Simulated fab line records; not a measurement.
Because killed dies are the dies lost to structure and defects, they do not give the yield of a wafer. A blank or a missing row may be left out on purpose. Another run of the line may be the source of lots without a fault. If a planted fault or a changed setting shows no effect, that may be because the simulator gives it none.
Struck lot and sound lot, side by side	flow sky130	15 steps out of a route of 708
Sound: these wafers, L557.2, L557.4, L557.5. Struck: wafer L551.2; the same lot's L551.4 was not struck, so it is left out; see the end for the cause.
Per side, at each step with rows, come the tool, then ch with its chambers, and then its first start. Under that, the readings that differ: sound wafers	struck wafers	difference of the means	sigmas: that difference in standard deviations of wafers without a fault.
alike: same words and numbers on both sides, and readings whose means sit less than 2 such deviations apart. not compared: any withheld reading, any reading some wafer has no value for, any bound like >300 that may hide the same value, and any number with overlapping values for which the record gives no deviation.
The two part at a step that has a row with sigmas, a row that says differs or no value, or rows on one side only. Non-overlapping numbers with no deviation appear without sigmas and do not part them. A reading that every wafer of one side lacks parts them only if that side has two wafers or more.

SKY_POLY_GATE_CD_MEAS_22:
  struck on cd-sem-01, day 20 19:04; sound on cd-sem-02, day 23 10:37
  alike: cd-nm
then, 7 steps without rows for these wafers: SKY_LDD_N_DEHYDRATE_00 (time 60 s); SKY_LDD_N_HMDS_01 (prime time 60 s); SKY_LDD_N_COAT_02 (resist thk 300 nm); SKY_LDD_N_SOFTBAKE_03 (time 60 s); SKY_LDD_N_EXPOSE_04 (exposes mask NTM, target cd 840 nm); SKY_LDD_N_PEB_05; SKY_LDD_N_DEVELOP_06 (develop time 60 s).
SKY_LDD_N_OVL_MEAS_07:
  struck on overlay-01, day 22 02:25; sound on overlay-02, day 24 16:16
  alike: LDD_N_OVL
then, 3 steps without rows for these wafers: SKY_LDD_N_IMPLANT_08; SKY_LDD_N_IMPLANT_09; SKY_LDD_N_IMPLANT_10.
SKY_LDD_N_IMPLANT_11:
  sound on implanter-01 ch 0, day 24 16:46; struck on implanter-01 ch 0, day 22 02:55
reading	sound	struck	difference	sigmas
beam-on-s (s)	9.58 10.20 9.83	11.51	+1.64	+8
faraday-current-uA	439 416 430	367	-61	-7
  alike: dose-ions-cm2
next, for these wafers, 1 step has no rows: SKY_LDD_N_IMPLANT_12.
-- here the record skips 27 days between the struck wafers' starts before and after, leaving off in module LDD_N and picking up in module PAD_OPEN (first step shown: number 708 of the route) --
SKY_PAD_OPEN_PROBE_99:
  struck on prober-01, day 48 18:26; sound on prober-02, day 50 04:29
reading	sound	struck	difference	sigmas
model.etest.tip-n.rs-ohm-sq	447.2 444.3 446.4	434.7	-11.3	
  alike: killed_at_M0_to_M3, killed_at_M4_up, killed-at-contacts, killed-at-front-end, killed-at-other, killed-dies, killed-open, killed-short

== WHERE THEY PART ==
Within this record, at SKY_LDD_N_IMPLANT_11 only. Later steps at which nothing parts them and some readings are alike: SKY_PAD_OPEN_PROBE_99.

WHY: what had been put in by the simulator
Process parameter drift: implanter-01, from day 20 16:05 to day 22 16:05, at SKY_LDD_N_IMPLANT_11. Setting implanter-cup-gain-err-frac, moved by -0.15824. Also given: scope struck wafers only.
